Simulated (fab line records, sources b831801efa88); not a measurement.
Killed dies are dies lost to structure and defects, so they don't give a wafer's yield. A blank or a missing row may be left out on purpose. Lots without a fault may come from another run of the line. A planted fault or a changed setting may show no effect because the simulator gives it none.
Tool commonality check | flow gf180mcu | 14 lots, 42 wafers sampled

WHY IT WAS OPENED
At GF_DNWELL_TW_MEAS_09 the reading DNWELL_TW is flagged on 2 of 14 lots. Wafers without a fault read 1348, standard deviation 13.
Rule: a lot is flagged when every wafer of it that has a number lies more than 4 standard deviations from that mean, or none has a number. The other lots count as sound.

lot  | measured    | on            | DNWELL_TW, wafer by wafer | flag
L699 | day 2 19:18 | film_metro-02 | 1357 1368 1350            |
L700 | day 3 00:20 | film_metro-02 | 1364 1361 1362            |
L701 | day 3 04:07 | film_metro-04 | 1352 1364 1355            |
L703 | day 3 16:25 | film_metro-04 | 1351 1351 1356            |
L705 | day 4 02:42 | film_metro-02 | 1353 1363 1354            |
L707 | day 4 13:27 | film_metro-02 | 1351 1352 1355            |
L709 | day 5 00:15 | film_metro-02 | 1353 1347 1351            |
L711 | day 5 09:42 | film_metro-03 | 1317 1321 1315            |
L712 | day 5 15:01 | film_metro-04 | 1365 1351 1368            |
L713 | day 5 20:58 | film_metro-02 | 1348 1344 1349            |
L715 | day 6 09:06 | film_metro-02 | 1361 1369 1363            |
L716 | day 6 13:13 | film_metro-04 | 1347 1353 1346            |
L721 | day 7 15:55 | film_metro-04 | 31 31 31                  | FLAGGED
L722 | day 7 19:49 | film_metro-02 | 31 31 31                  | FLAGGED
The numbers of the flagged lots are 31 on average: -1317 against the usual, or -99 or more standard deviations.

WHICH TOOL RAN EACH LOT
The record holds 3 process steps before the reading, out of a route of 602 steps. In each cell: the tool, then ch and the chambers that the sampled wafers went through, then the start.
lot  | flag    | GF_STI_ETCH_14                  | GF_DNWELL_DEVELOP_06             | GF_DNWELL_STRIP_08
L699 |         | rie_si-02 ch 0,1, day 2 02:01   | litho_track-02 ch 0, day 2 18:00 | plasma_asher-02 ch 0,1, day 2 19:12
L700 |         | rie_si-02 ch 0,1,3, day 2 07:05 | litho_track-03 ch 0, day 2 23:00 | plasma_asher-04 ch 0,1, day 3 00:14
L701 |         | rie_si-02 ch 0,1, day 2 10:49   | litho_track-02 ch 0, day 3 03:00 | plasma_asher-04 ch 0,1, day 3 04:00
L703 |         | rie_si-01 ch 0,1,3, day 2 22:58 | litho_track-02 ch 0, day 3 16:00 | plasma_asher-03 ch 0,1, day 3 16:20
L705 |         | rie_si-02 ch 0,1,2, day 3 08:19 | litho_track-04 ch 0, day 4 02:00 | plasma_asher-04 ch 0,1, day 4 02:35
L707 |         | rie_si-02 ch 1,2, day 3 19:30   | litho_track-02 ch 0, day 4 13:00 | plasma_asher-04 ch 0,1, day 4 13:21
L709 |         | rie_si-01 ch 1,2,3, day 4 05:39 | litho_track-02 ch 0, day 4 23:00 | plasma_asher-03 ch 0,1, day 5 00:09
L711 |         | rie_si-01 ch 0,1,3, day 4 15:16 | litho_track-02 ch 0, day 5 09:00 | plasma_asher-04 ch 0,1, day 5 09:36
L712 |         | rie_si-01 ch 0,1,2, day 4 20:19 | litho_track-02 ch 0, day 5 14:00 | plasma_asher-03 ch 0,1, day 5 14:54
L713 |         | rie_si-01 ch 0,1, day 5 01:09   | litho_track-03 ch 0, day 5 20:00 | plasma_asher-03 ch 0,1, day 5 20:52
L715 |         | rie_si-02 ch 0,1,2, day 5 13:19 | litho_track-04 ch 0, day 6 08:00 | plasma_asher-02 ch 0,1, day 6 08:59
L716 |         | rie_si-02 ch 2,3, day 5 16:12   | litho_track-04 ch 0, day 6 12:00 | plasma_asher-03 ch 0,1, day 6 13:07
L721 | FLAGGED | rie_si-01 ch 2,3, day 6 19:31   | litho_track-02, day 7 15:00      | plasma_asher-04 ch 0,1, day 7 15:50
L722 | FLAGGED | rie_si-02 ch 0,1,3, day 6 23:52 | litho_track-03, day 7 19:00      | plasma_asher-03 ch 0,1, day 7 19:43
What these steps do:
- GF_STI_ETCH_14: etches Si in HBr/Cl2/O2, target depth 360 nm, time 102.9 s.
- GF_DNWELL_DEVELOP_06: develop time 60 s.
- GF_DNWELL_STRIP_08: strips in O2/N2.
- GF_DNWELL_TW_MEAS_09

FLAGGED OVER TOTAL, TOOL BY TOOL (the gauges that took the reading come last)
step                 | tool            | lots run | flagged | share of the flagged lots | sound lots run after its first flagged lot
GF_STI_ETCH_14       | rie_si-01       | 6        | 1       | some                      | 0
GF_STI_ETCH_14       | rie_si-02       | 8        | 1       | some                      | 0
GF_DNWELL_DEVELOP_06 | litho_track-02  | 8        | 1       | some                      | 0
GF_DNWELL_DEVELOP_06 | litho_track-03  | 3        | 1       | some                      | 0
GF_DNWELL_DEVELOP_06 | litho_track-04  | 3        | 0       | none                      | -
GF_DNWELL_STRIP_08   | plasma_asher-02 | 2        | 0       | none                      | -
GF_DNWELL_STRIP_08   | plasma_asher-03 | 6        | 1       | some                      | 0
GF_DNWELL_STRIP_08   | plasma_asher-04 | 6        | 1       | some                      | 0
GF_DNWELL_TW_MEAS_09 | film_metro-02   | 8        | 1       | some                      | 0
GF_DNWELL_TW_MEAS_09 | film_metro-03   | 1        | 0       | none                      | -
GF_DNWELL_TW_MEAS_09 | film_metro-04   | 5        | 1       | some                      | 0

WHAT THE TABLE ALLOWS
No row of the table ran every flagged lot.

WHAT THE SIMULATOR HAD PUT IN
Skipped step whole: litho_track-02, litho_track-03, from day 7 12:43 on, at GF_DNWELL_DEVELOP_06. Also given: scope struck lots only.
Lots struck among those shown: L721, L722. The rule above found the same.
